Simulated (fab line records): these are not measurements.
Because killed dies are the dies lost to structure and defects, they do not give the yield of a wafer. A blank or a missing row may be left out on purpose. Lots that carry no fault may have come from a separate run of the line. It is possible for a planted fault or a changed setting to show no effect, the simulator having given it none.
Which of the tools did it? :: flow gf180mcu :: 14 lots with 42 wafers sampled at 3 steps, on a route of 602 steps

WHAT EACH GAUGE READ, for each wafer
GF_STI_THK_MEAS_24.
lot: L505
measured: day 2 08:24
on: film_metro-04
STI_CVD_23_THK (nm): 632 643 631

lot: L506
measured: day 2 14:41
on: film_metro-01
STI_CVD_23_THK (nm): 668 651 649

lot: L509
measured: day 3 04:47
on: film_metro-01
STI_CVD_23_THK (nm): 653 653 653

lot: L510
measured: day 3 10:58
on: film_metro-01
STI_CVD_23_THK (nm): 670 669 650

lot: L514
measured: day 4 06:41
on: film_metro-03
STI_CVD_23_THK (nm): 640 631 646

lot: L516
measured: day 4 16:50
on: film_metro-01
STI_CVD_23_THK (nm): 645 634 647

lot: L517
measured: day 4 22:05
on: film_metro-03
STI_CVD_23_THK (nm): 653 647 643

lot: L520
measured: day 5 13:58
on: film_metro-01
STI_CVD_23_THK (nm): 654 661 648

lot: L521
measured: day 5 19:42
on: film_metro-04
STI_CVD_23_THK (nm): 643 630 639

lot: L522
measured: day 5 23:52
on: film_metro-01
STI_CVD_23_THK (nm): 661 660 654

lot: L523
measured: day 6 05:34
on: film_metro-01
STI_CVD_23_THK (nm): 649 636 639

lot: L524
measured: day 6 12:17
on: film_metro-03
STI_CVD_23_THK (nm): 672 658 662

lot: L525
measured: day 6 18:29
on: film_metro-04
STI_CVD_23_THK (nm): 645 641 651

lot: L526
measured: day 7 02:40
on: film_metro-04
STI_CVD_23_THK (nm): 665 663 644

GF_MVSD_OVL_MEAS_07.
lot: L505
measured: day 4 15:50
on: overlay-02
MVSD_OVL (nm): 2.8 1.9 3.1

lot: L506
measured: day 4 22:39
on: overlay-01
MVSD_OVL (nm): 1.0 2.3 1.2

lot: L509
measured: day 5 15:31
on: overlay-01
MVSD_OVL (nm): 2.6 -0.1 0.0

lot: L510
measured: day 5 21:35
on: overlay-01
MVSD_OVL (nm): -0.9 -0.5 -0.8

lot: L514
measured: day 6 18:40
on: overlay-01
MVSD_OVL (nm): 1.0 1.2 1.0

lot: L516
measured: day 7 06:08
on: overlay-01
MVSD_OVL (nm): 1.5 1.5 1.4

lot: L517
measured: day 7 11:13
on: overlay-01
MVSD_OVL (nm): 1.9 1.8 2.3

lot: L520
measured: day 8 04:23
on: overlay-02
MVSD_OVL (nm): 4.7 1.2 2.7

lot: L521
measured: day 8 09:59
on: overlay-02
MVSD_OVL (nm): 0.9 -0.5 0.2

lot: L522
measured: day 8 16:20
on: overlay-02
MVSD_OVL (nm): 2.1 3.3 2.6

lot: L523
measured: day 8 22:39
on: overlay-01
MVSD_OVL (nm): 0.6 2.0 0.2

lot: L524
measured: day 9 05:45
on: overlay-02
MVSD_OVL (nm): 0.0 1.4 5.8

lot: L525
measured: day 9 17:54
on: overlay-02
MVSD_OVL (nm): 2.7 2.3 2.8

lot: L526
measured: day 10 02:19
on: overlay-01
MVSD_OVL (nm): 1.9 1.4 1.3

TOOL THAT RAN EACH LOT (tool first, then ch and the chambers of the sampled wafers, then the start)
lot: L505
GF_STI_CMP_25: cmp-02 ch 1,2,3, day 2 08:31

lot: L506
GF_STI_CMP_25: cmp-02 ch 0,1,3, day 2 14:45

lot: L509
GF_STI_CMP_25: cmp-02 ch 0,1,3, day 3 04:53

lot: L510
GF_STI_CMP_25: cmp-02 ch 1,2, day 3 11:00

lot: L514
GF_STI_CMP_25: cmp-02 ch 0,2,3, day 4 06:44

lot: L516
GF_STI_CMP_25: cmp-01 ch 0,1, day 4 16:56

lot: L517
GF_STI_CMP_25: cmp-01 ch 1,3, day 4 22:27

lot: L520
GF_STI_CMP_25: cmp-01 ch 1,2, day 5 14:04

lot: L521
GF_STI_CMP_25: cmp-01 ch 0,1,3, day 5 19:49

lot: L522
GF_STI_CMP_25: cmp-02 ch 2,3, day 5 23:58

lot: L523
GF_STI_CMP_25: cmp-02 ch 0,2,3, day 6 05:37

lot: L524
GF_STI_CMP_25: cmp-01 ch 0,1, day 6 12:20

lot: L525
GF_STI_CMP_25: cmp-02 ch 0,2,3, day 6 18:38

lot: L526
GF_STI_CMP_25: cmp-02 ch 1,2,3, day 7 02:46
- GF_STI_CMP_25: polishes, stops on Si3N4, t overpolish 33 s, target thk 524.6 nm.

WHAT THE TOOLS THEMSELVES READ (means of the sampled wafers that have a number; where no wafer has one, the mark that the record gives instead)
GF_STI_CMP_25.
lot: L505
tool: cmp-02
edge_zone_pressure_frac: 1.000
motor_current_A (A): 11.5
overpolish_run_s (s): 32.998
slurry_flow_ml_min: 150.3
time_to_endpoint_s (s): 128

lot: L506
tool: cmp-02
edge_zone_pressure_frac: 1.001
motor_current_A (A): 11.7
overpolish_run_s (s): 33.000
slurry_flow_ml_min: 149.9
time_to_endpoint_s (s): 128

lot: L509
tool: cmp-02
edge_zone_pressure_frac: 0.997
motor_current_A (A): 11.6
overpolish_run_s (s): 33.001
slurry_flow_ml_min: 149.6
time_to_endpoint_s (s): 131

lot: L510
tool: cmp-02
edge_zone_pressure_frac: 1.002
motor_current_A (A): 10.8
overpolish_run_s (s): 32.996
slurry_flow_ml_min: 150.0
time_to_endpoint_s (s): 136

lot: L514
tool: cmp-02
edge_zone_pressure_frac: 0.996
motor_current_A (A): 11.3
overpolish_run_s (s): 32.999
slurry_flow_ml_min: 150.0
time_to_endpoint_s (s): 121

lot: L516
tool: cmp-01
edge_zone_pressure_frac: 0.993
motor_current_A (A): 12.3
overpolish_run_s (s): 33.002
slurry_flow_ml_min: 149.5
time_to_endpoint_s (s): 119

lot: L517
tool: cmp-01
edge_zone_pressure_frac: 1.007
motor_current_A (A): 11.8
overpolish_run_s (s): 32.997
slurry_flow_ml_min: 149.8
time_to_endpoint_s (s): 121

lot: L520
tool: cmp-01
edge_zone_pressure_frac: 0.998
motor_current_A (A): 11.7
overpolish_run_s (s): 33.004
slurry_flow_ml_min: 150.1
time_to_endpoint_s (s): 119

lot: L521
tool: cmp-01
edge_zone_pressure_frac: 1.002
motor_current_A (A): 12.2
overpolish_run_s (s): 33.008
slurry_flow_ml_min: 149.9
time_to_endpoint_s (s): 120

lot: L522
tool: cmp-02
edge_zone_pressure_frac: 1.002
motor_current_A (A): 11.0
overpolish_run_s (s): 32.989
slurry_flow_ml_min: 150.3
time_to_endpoint_s (s): 126

lot: L523
tool: cmp-02
edge_zone_pressure_frac: 1.002
motor_current_A (A): 11.5
overpolish_run_s (s): 33.001
slurry_flow_ml_min: 149.7
time_to_endpoint_s (s): 123

lot: L524
tool: cmp-01
edge_zone_pressure_frac: 0.994
motor_current_A (A): 12.3
overpolish_run_s (s): 33.002
slurry_flow_ml_min: 150.4
time_to_endpoint_s (s): 123

lot: L525
tool: cmp-02
edge_zone_pressure_frac: 1.003
motor_current_A (A): 11.5
overpolish_run_s (s): 32.995
slurry_flow_ml_min: 150.1
time_to_endpoint_s (s): 123

lot: L526
tool: cmp-02
edge_zone_pressure_frac: 1.003
motor_current_A (A): 11.2
overpolish_run_s (s): 33.003
slurry_flow_ml_min: 149.8
time_to_endpoint_s (s): 129

THE ANSWER, worked out from the rows above alone
Rule: the lots themselves supply what counts as usual. Put in order of their means at a reading, lots are off if they are a third of the lots or fewer, leave a main group of 4 or more, and stand apart from it by a gap of 3 or more times the standard deviation of the main group's means; of several such gaps the widest counts. Not used: any main group whose means are identical at the precision the tables above print for the reading. Also off: a lot with no number at a reading for which 4 or more lots have one. The other lots that the step has rows for count as sound. First the gauges in route order, then the tools' own readings, where a lot's mean is used as printed above. At the first step where some lot is off, the reading lying furthest off is the one used; lots without a number count as furthest.
No lot is off at any reading shown: from this, nothing can be told.

WHAT WAS PUT IN BY THE SIMULATOR
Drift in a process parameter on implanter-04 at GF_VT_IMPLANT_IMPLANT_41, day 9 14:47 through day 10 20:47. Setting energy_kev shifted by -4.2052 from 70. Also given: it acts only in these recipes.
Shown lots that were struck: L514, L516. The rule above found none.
